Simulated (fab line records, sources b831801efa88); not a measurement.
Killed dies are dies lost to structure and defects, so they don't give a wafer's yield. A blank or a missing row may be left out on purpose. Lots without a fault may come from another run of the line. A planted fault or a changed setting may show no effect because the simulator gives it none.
Which tool did it? | flow gf180mcu | 13 lots, 39 wafers sampled, at 3 steps of a route of 602

WHAT THE GAUGES READ, wafer by wafer
GF_V2_THK_MEAS_03. Usual: V2_CVD_02_THK 849 nm, standard deviation 9.3.
lot  | measured     | on            | V2_CVD_02_THK (nm) | flag
L418 | day 19 12:01 | film_metro-03 | 845 838 846        |
L419 | day 19 21:58 | film_metro-02 | 847 855 840        |
L420 | day 20 04:09 | film_metro-04 | 853 867 863        |
L424 | day 22 01:31 | film_metro-04 | 841 847 853        |
L426 | day 22 15:32 | film_metro-04 | 847 843 854        |
L428 | day 23 13:26 | film_metro-03 | 843 841 850        |
L429 | day 23 16:34 | film_metro-04 | 837 858 846        |
L431 | day 24 08:06 | film_metro-04 | 839 847 860        |
L433 | day 24 21:08 | film_metro-03 | 836 844 855        |
L434 | day 25 02:35 | film_metro-03 | 847 859 853        |
L435 | day 25 13:19 | film_metro-02 | 849 844 859        |
L436 | day 26 00:25 | film_metro-02 | 861 856 865        |
L440 | day 27 01:26 | film_metro-02 | 836 834 842        |

GF_M3_CD_MEAS_14: target cd 280 nm. Usual: cd_nm 280.1 nm, standard deviation 1.2.
lot  | measured     | on        | cd_nm (nm)        | flag
L418 | day 21 13:40 | cd_sem-02 | 281.6 280.7 280.6 |
L419 | day 21 23:02 | cd_sem-01 | 280.1 279.8 279.3 |
L420 | day 22 05:21 | cd_sem-02 | 279.6 278.7 280.9 |
L424 | day 24 01:45 | cd_sem-01 | 280.6 280.9 280.3 |
L426 | day 24 13:27 | cd_sem-02 | 282.1 282.8 282.9 |
L428 | day 25 11:04 | cd_sem-01 | 278.4 279.3 279.5 |
L429 | day 25 15:07 | cd_sem-02 | 281.4 281.2 282.1 |
L431 | day 26 04:37 | cd_sem-01 | 279.0 279.5 277.9 |
L433 | day 26 16:40 | cd_sem-01 | 279.8 279.9 279.5 |
L434 | day 26 23:01 | cd_sem-01 | 281.6 280.3 279.9 |
L435 | day 27 09:22 | cd_sem-01 | 280.7 280.5 281.0 |
L436 | day 27 18:43 | cd_sem-02 | 280.1 281.6 279.9 |
L440 | day 28 18:19 | cd_sem-02 | 279.8 279.8 279.7 |

WHICH TOOL RAN EACH LOT (tool, then ch and the chambers of the sampled wafers, then the start)
lot  | GF_V2_CMP_26
L418 | cmp-02 ch 0,1,3, day 20 13:33
L419 | cmp-02 ch 0,1, day 20 23:18
L420 | cmp-01 ch 0,3, day 21 05:37
L424 | cmp-02 ch 1,2,3, day 23 02:36
L426 | cmp-01 ch 0,1, day 23 15:27
L428 | cmp-01 ch 0,3, day 24 13:05
L429 | cmp-02 ch 0,1,3, day 24 16:37
L431 | cmp-02 ch 1,2, day 25 07:13
L433 | cmp-01 ch 1,2,3, day 25 19:32
L434 | cmp-02 ch 0,2, day 26 01:59
L435 | cmp-02 ch 0,1,2, day 26 12:07
L436 | cmp-01 ch 0,2, day 26 22:06
L440 | cmp-01 ch 0,1,2, day 27 22:38
- GF_V2_CMP_26: polishes, stops on SiO2, t overpolish 15 s, target thk 0 nm.

WHAT THE TOOLS THEMSELVES READ (means of the sampled wafers that have a number; where no wafer has one, the mark that the record gives instead)
GF_V2_CMP_26. Usual: motor_current_A 10.9 A, standard deviation 0.88; overpolish_run_s 14.999 s, standard deviation 0.0097; platen_rpm 60.00 rpm, standard deviation 0.036; time_to_endpoint_s 84 s, standard deviation 3.5.
lot  | tool   | motor_current_A (A) | overpolish_run_s (s) | platen_rpm (rpm) | time_to_endpoint_s (s) | flag
L418 | cmp-02 | 10.4                | 14.999               | 59.98            | 87                     |
L419 | cmp-02 | 11.0                | 14.988               | 60.01            | 86                     |
L420 | cmp-01 | 10.8                | 15.000               | 60.01            | 80                     |
L424 | cmp-02 | 10.9                | 15.016               | 60.03            | 83                     |
L426 | cmp-01 | 11.8                | 14.991               | 60.03            | 82                     |
L428 | cmp-01 | 11.2                | 14.998               | 59.99            | 87                     |
L429 | cmp-02 | 10.6                | 14.996               | 59.99            | 86                     |
L431 | cmp-02 | 11.3                | 14.995               | 60.01            | 94                     |
L433 | cmp-01 | 11.3                | 14.999               | 59.98            | 85                     |
L434 | cmp-02 | 11.0                | 14.999               | 60.00            | 83                     |
L435 | cmp-02 | 11.0                | 15.001               | 60.01            | 84                     |
L436 | cmp-01 | 10.3                | 14.996               | 60.00            | 81                     |
L440 | cmp-01 | 11.1                | 15.002               | 60.00            | 84                     |

THE ANSWER, worked out from the rows above alone
Rule: a lot is off if the mean of its wafers that have a number lies more than 3 standard deviations from the usual mean. A lot without any number at a reading at which 4 lots or more have one is off too. The other lots that the step has rows for count as sound. The gauges are gone through in route order, then the tools' own readings, and for those a lot's mean is taken as printed above. The first step at which some lot is off is used, and at that step the reading that is off furthest; a lot without a number counts as furthest.
No lot is off at any reading shown: from this, nothing can be told.

WHAT THE SIMULATOR HAD PUT IN
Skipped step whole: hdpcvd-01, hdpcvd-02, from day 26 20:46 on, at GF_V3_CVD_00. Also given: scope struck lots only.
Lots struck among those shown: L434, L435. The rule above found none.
